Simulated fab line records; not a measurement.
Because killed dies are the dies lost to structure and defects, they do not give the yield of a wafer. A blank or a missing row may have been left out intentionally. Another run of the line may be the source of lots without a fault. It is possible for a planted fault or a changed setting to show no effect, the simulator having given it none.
A lot that was struck, set against a sound lot | flow gf180mcu | 22 steps out of a route of 602
Sound: the wafers L286.2, L286.4, L286.5. Struck: wafers L287.4, L287.5, L287.6. At the end, the cause is stated.
Each step with rows lists, per side, the tool, then ch with its chambers, then its first start. Under that, the readings that differ: sound wafers | struck wafers | difference of the means | sigmas: that difference in standard deviations of wafers without a fault.
alike: readings whose means differ by less than 2 such deviations, and words and numbers that are the same on both sides. not compared: withheld readings, readings that some wafer has no value for, bounds like >300 that may hide the same value, and numbers for which the record gives no deviation and whose values overlap.
The two part at a step that has a row with sigmas, a row that says differs or no value, or rows on one side only. Numbers that don't overlap but have no deviation are shown without sigmas and don't part them. A reading that every wafer of one side lacks parts them only if that side has two wafers or more.

first, 6 steps without rows for these wafers: GF_VT_IMPLANT_HMDS_12 (prime time 60 s); GF_VT_IMPLANT_COAT_13 (resist thk 1000 nm); GF_VT_IMPLANT_SOFTBAKE_14 (time 60 s); GF_VT_IMPLANT_EXPOSE_15 (exposes mask Nwell LV AREA, target cd 860 nm); GF_VT_IMPLANT_PEB_16; GF_VT_IMPLANT_DEVELOP_17 (develop time 60 s).
GF_VT_IMPLANT_OVL_MEAS_18:
  struck on overlay-01, day 7 01:08; sound on overlay-02, day 6 16:59
  alike: VT_IMPLANT_01_OVL
after that, 1 step had no rows for these wafers: GF_VT_IMPLANT_IMPLANT_19.
GF_VT_IMPLANT_STRIP_20: strips in O2/N2.
  sound on plasma-asher-02 ch 1, day 6 17:10; struck on plasma-asher-03 ch 0,1, day 7 01:20
  alike: drypump-motor-current-A, heater-power-w, oes-product-au, strip-time-to-endpoint-s
  not compared: rf-hours-counter-h
GF_VT_IMPLANT_TW_MEAS_21:
  struck on film-metro-02, day 7 01:26; sound on film-metro-01, day 6 17:16
  alike: VT_IMPLANT_2_TW
then, 2 steps without rows for these wafers: GF_VT_IMPLANT_DEHYDRATE_22 (time 60 s); GF_VT_IMPLANT_HMDS_23 (prime time 60 s).
GF_VT_IMPLANT_COAT_24: resist thk 1000 nm.
  sound on litho-track-04 ch 0, day 7 00:05; struck on litho-track-03 ch 0, day 7 09:05
  reading                                         | sound           | struck         | difference | sigmas
  model.NOVOLAK_of_VT_IMPLANT_COAT_24.thk-nm (nm) | 998.9 1001 1002 | 1015 1012 1014 | +13        |
  alike: exhaust-pa
then, 3 steps without rows for these wafers: GF_VT_IMPLANT_SOFTBAKE_25 (time 60 s); GF_VT_IMPLANT_EXPOSE_26 (exposes mask LVPWELL HV AREA, target cd 860 nm); GF_VT_IMPLANT_PEB_27.
GF_VT_IMPLANT_DEVELOP_28: develop time 60 s.
  sound on litho-track-04 ch 0, day 7 07:59; struck on litho-track-04 ch 0, day 7 16:11
  reading                                         | sound           | struck         | difference | sigmas
  model.NOVOLAK_of_VT_IMPLANT_COAT_24.thk-nm (nm) | 998.5 1001 1001 | 1015 1012 1013 | +13        |
  alike: exhaust-pa
GF_VT_IMPLANT_OVL_MEAS_29:
  struck on overlay-01, day 7 16:17; sound on overlay-02, day 7 08:07
  alike: VT_IMPLANT_02_OVL
after that, 1 step had no rows for these wafers: GF_VT_IMPLANT_IMPLANT_30.
GF_VT_IMPLANT_STRIP_31: strips in O2/N2.
  sound on plasma-asher-03 ch 0,1, day 7 08:17; struck on plasma-asher-02 ch 0,1, day 7 16:29
  reading                      | sound             | struck            | difference | sigmas
  strip-time-to-endpoint-s (s) | 12.60 12.64 12.64 | 12.82 12.75 12.78 | +0.16      | +4
  alike: drypump-motor-current-A, heater-power-w, oes-product-au
  not compared: rf-hours-counter-h
GF_VT_IMPLANT_TW_MEAS_32:
  struck on film-metro-03, day 7 16:34; sound on film-metro-02, day 7 08:24
  alike: VT_IMPLANT_3_TW
-- the record jumps here: 22 days lie between the struck wafers' starts before and after (it left off in module VT_IMPLANT and takes up again in module PASSIVATION, whose first step shown is number 602 of the route) --
GF_PASSIVATION_PROBE_99:
  record: rows for the struck wafers here (prober-01, day 29 23:34), none for the sound ones

## WHERE THEY PART
Earliest at GF_VT_IMPLANT_STRIP_31; latest, in this record, at GF_PASSIVATION_PROBE_99.

WHY: what the simulator had put in
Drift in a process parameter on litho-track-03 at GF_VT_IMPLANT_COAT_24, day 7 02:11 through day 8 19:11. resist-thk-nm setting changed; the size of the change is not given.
